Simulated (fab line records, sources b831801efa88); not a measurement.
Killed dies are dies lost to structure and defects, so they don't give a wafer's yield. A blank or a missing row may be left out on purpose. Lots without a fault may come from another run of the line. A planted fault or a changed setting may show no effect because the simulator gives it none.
Chamber matching | flow gf180mcu | GF_V2_ETCH_16 on rie_diel-01: 4 sister chambers
The step etches BARC in N2/H2. 8 wafers are shown with their chamber, then 9 later ones without.

WAFERS WITH THEIR CHAMBER
wafer  | chamber | drypump_motor_current_A (A) | throttle_valve_pct (%)
L078.1 | 0       | 5.6                         | 13.216
L082.4 | 0       | 5.6                         | 13.214
L083.3 | 2       | 4.8                         | 13.229
L083.4 | 1       | 6.0                         | 13.239
L083.6 | 3       | 6.1                         | 13.228
L084.2 | 2       | 4.8                         | 13.199
L084.3 | 1       | 6.0                         | 13.218
L084.4 | 3       | 6.2                         | 13.224

WAFERS WITHOUT THEIR CHAMBER
wafer  | drypump_motor_current_A (A) | throttle_valve_pct (%)
L086.2 | 4.8                         | 13.231
L086.3 | 6.0                         | 13.239
L086.6 | 5.6                         | 13.227
L091.1 | 4.8                         | 13.219
L091.3 | 6.0                         | 13.235
L091.6 | 4.8                         | 13.225
L092.1 | 6.1                         | 13.211
L092.2 | 4.8                         | 13.219
L092.6 | 6.0                         | 13.222

WHICH CHAMBER EACH WENT THROUGH
wafer  | from the rows above     | in truth
L086.2 | 2                       | 2
L086.3 | 1                       | 1
L086.6 | 0                       | 0
L091.1 | 2                       | 2
L091.3 | 1                       | 1
L091.6 | 2                       | 2
L092.1 | can't be placed: 3 or 1 | 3
L092.2 | 2                       | 2
L092.6 | 1                       | 1
Placed correctly: 8 of 9. Can't be placed from these rows: 1 (the true chamber is among the candidates in 1). Placed wrongly: 0.
How it was worked out, from the rows above alone: a wafer's distance from a chamber is the root of the sum, over the readings, of the square of ((its reading less the chamber's mean) divided by the reading's scatter). The wafer belongs to the nearest chamber; if the next one is less than 2 further off, it can't be placed. A chamber's mean is the mean of its shown wafers. The scatter: the root of (the sum of the squares of (reading less its chamber's mean) over the shown wafers, divided by (wafers less chambers)).
